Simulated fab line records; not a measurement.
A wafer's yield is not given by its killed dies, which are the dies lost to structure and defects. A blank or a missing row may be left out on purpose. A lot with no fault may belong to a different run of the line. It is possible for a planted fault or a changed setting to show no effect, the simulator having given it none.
fab line records	flow sky130
record lots=6	wafers=17	last_day=50
route steps=708 shown METAL5@671 PASSIVATION@681 PAD_OPEN@694
lots that met no fault: from a run of the same line without faults
start_h: start of the lot's first displayed wafer, in hours after the record's first day	wait_h: how many hours have passed since the lot's step before this one	" same as the row above	L1.1+2: one row covering several wafers at once	- no value, or no start was given	* or withheld: withheld	< > ~ a bound
route shown NAME@n: NAME is a module with steps in the file, n the number in the route of the first one	usual: mean and standard deviation over wafers with no fault	same: alike in all rows	chamber/n: place in a boat	sites: readings site by site	_std_site: how widely they spread, as a standard deviation	_edge_site: inner sites' mean taken away from outer sites' mean	radius_mm: how far each site lies from the wafer's centre	mask NAME#n: copy n	behind: the most recent tool/chamber to have shaped the wafer	hold: why the lot was held/for how many hours/how that ended	device: names the non-switching transistor (n, p or np)	end of line: the same wafers' tests at the end of the route	for a step that has no rows: nothing shown but its recipe	killed: at the first sort, the dies lost to defects and structure; wafer yield is something else	map: a wafer's dies, x killed, . not, _ none there
set.NAME: the setting as run; set.NAME@STEP: as run at that earlier step	model.NAME: the simulator's own value behind a step, which no gauge read
lots at selected steps of the route; one table per step, one row per wafer
services: a tool's chamber out of use, with start hour (start_h, from the record's first day; less than 0 if before it), hours out, and reason
## steps
# step SKY_METAL5_SOFTBAKE_10
# recipe temp_c=90	time_s=60	resist=NOVOLAK
# step SKY_METAL5_EXPOSE_11
# recipe mask_id=MM5	na=0.6	source_shape=conventional	sigma_outer=0.6	polarization=unpolarized	target_cd_nm=1600	dose_mj=190
# step SKY_METAL5_PEB_12
# recipe temp_c=withheld	time_s=*	resist=NOVOLAK
# step SKY_METAL5_DEVELOP_13
# recipe resist=NOVOLAK	developer=TMAH	develop_time_s=60	dev_temp_c=23
# step SKY_METAL5_DESCUM_14
# recipe chemistry=O2	source_power_w=150	bias_power_w=0	pressure_mtorr=10	temp_c=40	time_s=11
# usual chamber_pressure_mTorr=10.001/0.013	drypump_motor_current_A=5.75/0.26	oes_product_au=0.997/0.0086
lot.wafer	tool	chamber	start_h	wait_h	chamber_pressure_mTorr	drypump_motor_current_A	oes_product_au	rf_hours_counter_h
L650.3	rie_metal-01	0	1041.68	0.1	9.994	5.52	0.985	-
L650.5	"	1	"	"	10.008	5.81	0.982	-
L650.6	"	0	"	"	10.019	5.49	0.997	-
L652.3	rie_metal-03	0	1059.98	0.1	10.008	5.68	0.997	-
L652.4	"	1	"	"	10.000	6.27	1.008	-
L652.5	"	1	"	"	10.002	6.27	1.002	-
L664.1	rie_metal-04	0	1125.81	0.1	9.992	5.74	0.978	21
L664.3	"	1	"	"	9.996	5.44	1.009	-
L665.1	rie_metal-03	1	1130.66	0.1	10.094	6.24	0.992	15
L665.2	"	0	"	"	10.020	5.67	0.994	7
L665.3	"	0	"	"	10.003	5.71	0.992	-
L670.1	rie_metal-01	1	1157.17	0.1	9.984	5.77	0.987	15
L670.2	"	1	"	"	9.980	5.79	0.989	-
L670.6	"	1	"	"	9.998	5.78	0.989	-
L671.1	rie_metal-04	0	1161.92	0.1	9.991	5.74	0.985	24
L671.4	"	1	"	"	9.999	5.45	1.007	-
L671.5	"	0	"	"	9.996	5.71	0.974	-
# step SKY_METAL5_METAL_ETCH_15
# recipe target_depth_a=12600	stop_on=SiO2	over_etch_frac=0.2	time_s=252	chemistry=Cl2/BCl3	resist_sidewall_deg=86	pressure_mtorr=10	icp_w=900	bias_w=48.5	Cl2_flow_sccm=60	bcl3_flow_sccm=30
# step SKY_METAL5_STRIP_16
# recipe chemistry=O2/N2	power_w=1400	pressure_mtorr=1500	platen_temp_c=withheld	o2_flow_sccm=3000	n2_flow_sccm=300	overash_fraction=0.5
# usual chamber_pressure_mTorr=1499.9/1.4	drypump_motor_current_A=5.6/0.45	oes_product_au=0.709/0.0045	strip_time_to_endpoint_s=13.08/0.12
lot.wafer	tool	chamber	start_h	wait_h	chamber_pressure_mTorr	drypump_motor_current_A	oes_product_au	rf_hours_counter_h	strip_time_to_endpoint_s
L650.3	plasma_asher-02	1	1041.97	0.1	1500.3	5.6	0.713	-	13.21
L650.5	"	0	"	"	1501.7	6.0	0.712	-	13.27
L650.6	"	1	"	"	1501.9	5.6	0.704	-	13.04
L652.3	plasma_asher-04	0	1060.27	0.1	1501.7	4.8	0.717	-	12.95
L652.4	"	1	"	"	1502.3	5.9	0.707	-	12.99
L652.5	"	1	"	"	1503.0	5.9	0.707	-	12.95
L664.1	plasma_asher-03	1	1126.08	0.2	1499.4	5.6	0.713	68	13.35
L664.3	"	1	"	"	1499.7	5.7	0.712	-	13.10
L665.1	plasma_asher-04	1	1130.93	0.2	1502.6	5.9	0.705	38	13.06
L665.2	"	0	"	"	1498.6	4.8	0.707	38	12.97
L665.3	"	1	"	"	1499.1	5.9	0.713	-	12.97
L670.1	plasma_asher-03	0	1157.70	0.4	1499.9	6.0	0.709	70	13.05
L670.2	"	1	"	"	1500.9	5.6	0.703	70	13.10
L670.6	"	1	"	"	1500.6	5.6	0.706	-	13.05
L671.1	plasma_asher-04	0	1162.19	0.2	1497.7	4.8	0.716	41	13.11
L671.4	"	0	"	"	1500.2	4.8	0.705	-	12.86
L671.5	"	1	"	"	1500.6	5.9	0.705	-	13.24
# step SKY_METAL5_STRIP_17
# recipe chemistry=post_etch_residue_remover	time_s=1200	temp_c=72.5
# step SKY_METAL5_CLEAN_18
# recipe chemistry=IPA	time_s=180	temp_c=25
# step SKY_METAL5_CLEAN_19
# recipe chemistry=O3/DIW	dry=n2_spin
# step SKY_PASSIVATION_CVD_00
# recipe material=SiO2	target_thk_nm=90	temp_c=400	time_s=withheld	rf_w=600
# usual heater_power_w=691/100
lot.wafer	tool	chamber	start_h	wait_h	heater_power_w
L650.3	pecvd-02	2	1042.63	0.0	789
L650.5	"	2	"	"	781
L650.6	"	1	"	"	644
L652.3	pecvd-03	1	1060.86	0.0	837
L652.4	"	2	"	"	519
L652.5	"	0	"	"	574
L664.1	pecvd-03	1	1126.79	0.0	877
L664.3	"	2	"	"	574
L665.1	pecvd-01	2	1131.56	0.0	862
L665.2	"	0	"	"	703
L665.3	"	2	"	"	859
L670.1	pecvd-02	1	1158.36	0.0	592
L670.2	"	0	"	"	625
L670.6	"	1	"	"	603
L671.1	pecvd-02	2	1162.78	0.0	725
L671.4	"	1	"	"	619
L671.5	"	0	"	"	685
# step SKY_PASSIVATION_THK_MEAS_01
# recipe reads=SiO2_of_PASSIVATION_CVD_00
# usual PASSIVATION_CVD_00_THK=90.5/1.2
lot.wafer	tool	chamber	start_h	wait_h	PASSIVATION_CVD_00_THK[nm]
L650.3	film_metro-03	-	1042.67	-	89.5
L650.5	"	-	"	"	91.1
L650.6	"	-	"	"	91.1
L652.3	film_metro-02	-	1060.90	-	88.7
L652.4	"	-	"	"	90.8
L652.5	"	-	"	"	91.6
L664.1	film_metro-04	-	1126.81	-	89.8
L664.3	"	-	"	"	90.8
L665.1	film_metro-03	-	1131.59	-	89.4
L665.2	"	-	"	"	89.2
L665.3	"	-	"	"	90.1
L670.1	film_metro-04	-	1158.38	-	89.9
L670.2	"	-	"	"	89.6
L670.6	"	-	"	"	91.6
L671.1	film_metro-04	-	1162.80	-	90.3
L671.4	"	-	"	"	90.6
L671.5	"	-	"	"	90.6
# step SKY_PASSIVATION_CVD_02
# recipe material=Si3N4	target_thk_nm=540	temp_c=400	time_s=withheld	rf_w=450
# usual heater_power_w=733/92
lot.wafer	tool	chamber	start_h	wait_h	heater_power_w	model.Si3N4_of_PASSIVATION_CVD_02.thk_nm
L650.3	pecvd-01	0	1042.71	0.0	618	538.1
L650.5	"	2	"	"	829	545.7
L650.6	"	1	"	"	578	549.3
L652.3	pecvd-02	0	1060.94	0.0	756	532
L652.4	"	2	"	"	698	540
L652.5	"	0	"	"	630	534.2
L664.1	pecvd-02	2	1126.87	0.1	810	554.5
L664.3	"	0	"	"	694	537.9
L665.1	pecvd-02	0	1131.65	0.1	755	547.3
L665.2	"	1	"	"	657	536.8
L665.3	"	2	"	"	710	538.8
L670.1	pecvd-01	1	1158.44	0.1	663	532.5
L670.2	"	2	"	"	936	528.9
L670.6	"	2	"	"	778	536.9
L671.1	pecvd-03	2	1162.86	0.1	673	534
L671.4	"	1	"	"	917	534.7
L671.5	"	2	"	"	523	543.8
# step SKY_PASSIVATION_THK_MEAS_03
# recipe reads=Si3N4_of_PASSIVATION_CVD_02
# usual PASSIVATION_CVD_02_THK=540/7.5
lot.wafer	tool	chamber	start_h	wait_h	PASSIVATION_CVD_02_THK[nm]
L650.3	film_metro-02	-	1042.96	-	538
L650.5	"	-	"	"	546
L650.6	"	-	"	"	549
L652.3	film_metro-02	-	1061.18	-	532
L652.4	"	-	"	"	540
L652.5	"	-	"	"	534
L664.1	film_metro-04	-	1127.10	-	555
L664.3	"	-	"	"	538
L665.1	film_metro-02	-	1131.88	-	548
L665.2	"	-	"	"	537
L665.3	"	-	"	"	539
L670.1	film_metro-03	-	1158.66	-	532
L670.2	"	-	"	"	529
L670.6	"	-	"	"	537
L671.1	film_metro-02	-	1163.09	-	534
L671.4	"	-	"	"	534
L671.5	"	-	"	"	544
# step SKY_PASSIVATION_DEHYDRATE_04
# recipe temp_c=200	time_s=60
# step SKY_PASSIVATION_HMDS_05
# recipe prime_time_s=60	prime_temp_c=120
# step SKY_PASSIVATION_COAT_06
# recipe spin_rpm=2000	resist_thk_nm=3000
# step SKY_PASSIVATION_SOFTBAKE_07
# recipe temp_c=110	time_s=withheld
# step SKY_PASSIVATION_EXPOSE_08
# recipe mask_id=NSM	target_cd_nm=3000	na=0.57	dose_mj=260
# step SKY_PASSIVATION_PEB_09
# recipe temp_c=115	time_s=withheld
# step SKY_PASSIVATION_DEVELOP_10
# recipe develop_time_s=60	dev_temp_c=23
# step SKY_PASSIVATION_ETCH_11
# recipe chemistry=CF4/O2	target_depth_nm=725	stop_on=AlCu	source_w=800	bias_w=150	pressure_mtorr=150	cf4_flow_sccm=80	O2_flow_sccm=10	time_s=161.1
# step SKY_PASSIVATION_STRIP_12
# recipe chemistry=O2/N2	power_w=1400	pressure_mtorr=1500	platen_temp_c=withheld	overash_fraction=0.7	o2_flow_sccm=3000	n2_flow_sccm=300
# usual chamber_pressure_mTorr=1500.1/1.5	drypump_motor_current_A=5.6/0.45	oes_product_au=0.661/0.0046	strip_time_to_endpoint_s=31.56/0.15
lot.wafer	tool	chamber	start_h	wait_h	chamber_pressure_mTorr	drypump_motor_current_A	oes_product_au	rf_hours_counter_h	strip_time_to_endpoint_s
L650.3	plasma_asher-01	0	1064.83	0.1	1498.8	5.9	0.664	-	31.59
L650.5	"	0	"	"	1499.1	6.0	0.667	-	31.45
L650.6	"	1	"	"	1499.2	5.9	0.662	-	31.56
L652.3	plasma_asher-01	0	1082.08	0.1	1499.5	5.9	0.665	-	31.57
L652.4	"	1	"	"	1497.9	5.9	0.652	-	31.33
L652.5	"	1	"	"	1498.3	5.9	0.661	-	31.44
L664.1	plasma_asher-02	0	1145.87	0.1	1498.3	6.0	0.663	7	31.64
L664.3	"	0	"	"	1498.6	6.0	0.653	-	31.70
L665.1	plasma_asher-01	1	1150.27	0.1	1502.2	5.9	0.658	105	31.57
L665.2	"	0	"	"	1501.3	5.9	0.650	105	31.68
L665.3	"	0	"	"	1500.9	5.9	0.655	-	31.55
L670.1	plasma_asher-02	0	1175.03	0.1	1500.0	6.0	0.662	11	31.34
L670.2	"	1	"	"	1499.1	5.6	0.664	11	31.48
L670.6	"	1	"	"	1498.7	5.6	0.665	-	31.36
L671.1	plasma_asher-02	0	1180.07	0.1	1501.0	6.0	0.661	11	31.33
L671.4	"	0	"	"	1499.9	6.0	0.665	-	31.47
L671.5	"	1	"	"	1500.1	5.6	0.662	-	31.33
# step SKY_PAD_OPEN_DEHYDRATE_00
# recipe temp_c=200	time_s=60
# step SKY_PAD_OPEN_HMDS_01
# recipe prime_time_s=60	prime_temp_c=120
# step SKY_PAD_OPEN_COAT_02
# recipe spin_rpm=2000	resist_thk_nm=3000
# step SKY_PAD_OPEN_SOFTBAKE_03
# recipe temp_c=110	time_s=withheld
# step SKY_PAD_OPEN_EXPOSE_04
# recipe mask_id=PDM	target_cd_nm=60000	na=0.57	dose_mj=260
# step SKY_PAD_OPEN_PEB_05
# recipe temp_c=115	time_s=withheld
# step SKY_PAD_OPEN_DEVELOP_06
# recipe develop_time_s=60	dev_temp_c=23
# step SKY_PAD_OPEN_ETCH_07
# recipe chemistry=CF4/O2	target_depth_nm=725	stop_on=AlCu	source_w=800	bias_w=150	pressure_mtorr=150	cf4_flow_sccm=80	O2_flow_sccm=10	time_s=161.1
# usual chamber_pressure_mTorr=149.98/0.14	drypump_motor_current_A=5.7/0.51	oes_product_au=0.977/0.0077	throttle_valve_pct=5.965/0.0096
lot.wafer	tool	chamber	start_h	wait_h	chamber_pressure_mTorr	drypump_motor_current_A	oes_product_au	rf_hours_counter_h	throttle_valve_pct	model.etch.depth_nm	model.PAD_OPEN.feature_depth_nm
L650.3	rie_diel-03	3	1086.09	-	149.95	6.0	0.972	19	5.986	701.7	701.7
L650.5	"	1	"	"	149.78	6.3	0.976	-	5.971	711.2	711.2
L650.6	"	2	"	"	149.72	4.8	0.988	-	5.939	713.9	713.9
L652.3	rie_diel-03	1	1102.89	-	150.07	6.3	0.971	15	5.966	695.3	695.3
L652.4	"	2	"	"	149.86	4.8	0.981	22	5.964	704.1	704.1
L652.5	"	1	"	"	150.25	6.3	0.978	-	5.957	700.5	700.5
L664.1	rie_diel-04	0	1163.42	-	150.06	6.3	0.990	14	5.957	719.7	719.7
L664.3	"	3	"	"	149.76	5.0	0.977	27	5.964	703.6	703.6
L665.1	rie_diel-01	3	1167.37	-	150.01	5.7	0.982	22	5.976	711.4	711.4
L665.2	"	1	"	"	150.16	6.2	0.979	18	5.977	699.9	699.9
L665.3	"	0	"	"	150.10	5.7	0.975	15	5.955	703.1	703.1
L670.1	rie_diel-01	1	1190.82	-	149.87	6.2	0.969	19	5.954	696	696
L670.2	"	3	"	"	150.18	5.7	0.965	23	5.949	692.1	692.1
L670.6	"	1	"	"	150.08	6.2	0.984	-	5.969	702	702
L671.1	rie_diel-03	0	1195.37	-	150.14	5.7	0.977	25	5.960	699.5	699.5
L671.4	"	1	"	"	150.02	6.3	0.975	19	5.977	700.8	700.8
L671.5	"	3	"	"	150.02	6.0	0.981	-	5.965	709.4	709.4
# step SKY_PAD_OPEN_STRIP_08
# recipe chemistry=O2/N2	power_w=1400	pressure_mtorr=1500	platen_temp_c=withheld	overash_fraction=0.7	o2_flow_sccm=3000	n2_flow_sccm=300
# usual chamber_pressure_mTorr=1500.2/2.1	drypump_motor_current_A=5.84/0.16	oes_product_au=0.663/0.0047	strip_time_to_endpoint_s=37.09/0.092
lot.wafer	tool	chamber	start_h	wait_h	chamber_pressure_mTorr	drypump_motor_current_A	oes_product_au	rf_hours_counter_h	strip_time_to_endpoint_s
L650.3	plasma_asher-02	0	1086.23	0.1	1502.5	6.00	0.668	-	37.10
L650.5	"	0	"	"	1497.8	6.00	0.659	-	37.10
L650.6	"	1	"	"	1498.7	5.56	0.653	-	37.10
L652.3	plasma_asher-03	1	1103.03	0.1	1502.4	5.66	0.662	-	37.21
L652.4	"	0	"	"	1501.8	5.99	0.655	-	37.24
L652.5	"	1	"	"	1500.5	5.64	0.666	-	37.18
L664.1	plasma_asher-02	0	1163.53	0.1	1497.9	6.00	0.669	9	36.97
L664.3	"	1	"	"	1500.7	5.54	0.662	-	37.12
L665.1	plasma_asher-02	0	1167.48	0.1	1500.0	5.96	0.657	10	37.13
L665.2	"	1	"	"	1500.1	5.55	0.669	10	37.06
L665.3	"	1	"	"	1499.4	5.58	0.661	-	37.18
L670.1	plasma_asher-03	1	1190.93	0.1	1500.3	5.62	0.666	74	37.04
L670.2	"	0	"	"	1497.5	5.97	0.668	74	37.07
L670.6	"	1	"	"	1500.2	5.63	0.665	-	37.26
L671.1	plasma_asher-03	1	1195.48	0.1	1500.7	5.65	0.670	75	37.05
L671.4	"	1	"	"	1508.6	5.66	0.665	-	37.06
L671.5	"	0	"	"	1499.1	6.00	0.666	-	37.23
# step SKY_PAD_OPEN_STRIP_09
# recipe chemistry=post_etch_residue_remover	time_s=1200	temp_c=72.5
# usual bath_guard_temp_C=72.7/0.46	bath_heat_duty_pct=14.7/2
lot.wafer	tool	chamber	start_h	wait_h	bath_guard_temp_C	bath_heat_duty_pct	model.Si3N4_of_PASSIVATION_CVD_02.thk_nm
L650.3	wet_bench-04	1	1086.29	0.0	72.9	18.0	537.8
L650.5	"	1	"	"	72.9	18.1	545.3
L650.6	"	1	"	"	72.6	18.2	548.9
L652.3	wet_bench-04	3	1103.09	0.0	71.9	16.2	531.6
L652.4	"	3	"	"	72.3	16.8	539.7
L652.5	"	3	"	"	71.8	17.3	533.8
L664.1	wet_bench-02	0	1163.63	0.1	72.2	14.8	554.2
L664.3	"	0	"	"	72.2	14.6	537.6
L665.1	wet_bench-04	1	1167.66	0.1	72.8	17.5	546.9
L665.2	"	1	"	"	73.0	17.2	536.4
L665.3	"	1	"	"	72.8	18.5	538.5
L670.1	wet_bench-02	0	1191.03	0.1	71.8	14.3	532.1
L670.2	"	0	"	"	72.0	14.3	528.5
L670.6	"	0	"	"	72.2	14.5	536.6
L671.1	wet_bench-02	0	1195.58	0.1	71.7	13.7	533.6
L671.4	"	0	"	"	72.1	14.1	534.4
L671.5	"	0	"	"	72.2	14.2	543.4
# step SKY_PAD_OPEN_CLEAN_10
# recipe chemistry=IPA	time_s=180	temp_c=25
# step SKY_PAD_OPEN_PROBE_99
# usual defect_limited_yield=82.6/1.8	killed_at_M0_to_M3=43/6.4	killed_at_M4_up=2.8/1.7	killed_at_contacts=24/5.5	killed_at_front_end=15/4	killed_at_other=0.3/0.54	killed_dies=86/9.1	killed_open=47/6.6	killed_short=39/6.2	sort_bin_3_pad_short=0.9/0.45	sort_bin_5_function=10.4/1.4	sort_bin_6_memory=6.2/1.1	sort_n_pass=406/9.1	sort_yield_pct=82.6/1.8
# same gross_dies=492	killed_at_back_side=0	sort_bin_4_leakage[%]=0	sort_bin_8_speed[%]=0
lot.wafer	tool	chamber	start_h	wait_h	defect_limited_yield[%]	killed_at_M0_to_M3	killed_at_M4_up	killed_at_contacts	killed_at_front_end	killed_at_other	killed_dies	killed_open	killed_short	sort_bin_3_pad_short[%]	sort_bin_5_function[%]	sort_bin_6_memory[%]	sort_n_pass	sort_yield_pct[%]
L664.1	prober-02	-	1165.74	0.1	82.1	46	5	25	12	0	88	45	43	1.2	9.6	7.1	404	82.1
L670.1	prober-02	-	1193.18	0.1	82.7	38	2	25	20	0	85	43	42	1.2	8.7	7.3	407	82.7
L670.2	prober-02	-	1193.23	0.1	84.6	37	4	21	14	0	76	40	36	0.4	11.2	3.9	416	84.6
L670.6	prober-02	-	1193.43	0.2	85.4	39	1	19	12	1	72	42	30	0.6	9.1	4.9	420	85.4
# killed by level:class
L664.1 CONTACT:geometric_particle:open=8 VIA1:geometric_particle:open=8 VIA3:geometric_particle:open=8 VIA1:geometric_particle:short=7 VIA2:geometric_particle:open=6 CONTACT:geometric_particle:short=6 METAL1:geometric_particle:short=5 FIELD_ISO:geometric_particle:short=4
L670.1 CONTACT:geometric_particle:open=8 VIA2:geometric_particle:open=7 FIELD_ISO:geometric_particle:open=6 LI_CONTACT:geometric_particle:open=6 LOCAL_INTERCONNECT:geometric_particle:short=5 VIA1:geometric_particle:open=5 METAL3:geometric_particle:short=5 POLY_GATE:geometric_particle:short=4
L670.2 LI_CONTACT:geometric_particle:open=7 VIA1:geometric_particle:open=7 CONTACT:geometric_particle:short=6 VIA3:geometric_particle:open=6 FIELD_ISO:geometric_particle:short=5 VIA2:geometric_particle:open=5 CONTACT:geometric_particle:open=4 METAL3:geometric_particle:short=4
L670.6 VIA1:geometric_particle:open=9 VIA3:geometric_particle:open=7 LI_CONTACT:geometric_particle:open=6 METAL2:geometric_particle:short=6 CONTACT:geometric_particle:open=5 FIELD_ISO:geometric_particle:open=4 CONTACT:geometric_particle:short=4 POLY_GATE:geometric_particle:open=3
## services
tool	chamber	start_h	hours	kind
rie_diel-01	-	1021.94	2.4	repair
pecvd-02	-	1035.55	1.4	repair
plasma_asher-02	-	1055.25	9.0	pm
plasma_asher-03	-	1058.40	7.3	repair
rie_metal-01	-	1063.77	1.4	pm
rie_diel-03	0	1064.07	5.7	repair
pecvd-01	-	1066.46	6.0	pm
pecvd-03	0	1067.63	5.0	repair
rie_diel-01	-	1072.86	14.6	pm
plasma_asher-01	-	1073.37	6.3	repair
rie_diel-03	0	1088.85	3.1	repair
pecvd-02	2	1090.34	4.9	repair
plasma_asher-02	-	1096.15	5.8	repair
plasma_asher-01	-	1104.59	0.6	repair
rie_diel-03	1	1113.17	2.8	repair
rie_diel-01	0	1114.03	8.5	repair
pecvd-01	-	1125.87	5.5	pm
pecvd-01	1	1131.53	12.4	repair
plasma_asher-02	-	1132.86	1.5	repair
rie_diel-03	0	1138.27	28.4	repair
plasma_asher-01	-	1158.23	22.3	repair
wet_bench-02	-	1167.32	1.4	repair
plasma_asher-01	-	1169.71	3.2	repair
rie_diel-01	0	1186.20	7.3	repair
## key
first_sign none at tools or gauges
model_effect step=SKY_PASSIVATION_CVD_02	value=Si3N4_of_PASSIVATION_CVD_02.thk_nm	without=538.2	struck=550.9
model_effect step=SKY_PAD_OPEN_ETCH_07	value=etch.depth_nm	without=702.8	struck=715.6
model_effect step=SKY_PAD_OPEN_STRIP_09	value=Si3N4_of_PASSIVATION_CVD_02.thk_nm	without=537.8	struck=550.6
met_at SKY_PASSIVATION_CVD_02
struck_wafers L664.1,L665.1
onset_between 1060.94 1126.87
fault kind=process_parameter_drift	tool=pecvd-02	chamber=-	onset_h=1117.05	steps=SKY_PASSIVATION_CVD_02	channel=time_s	offset=withheld	shape=step	end_h=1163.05	scope=struck_wafers_only	acts_in=*
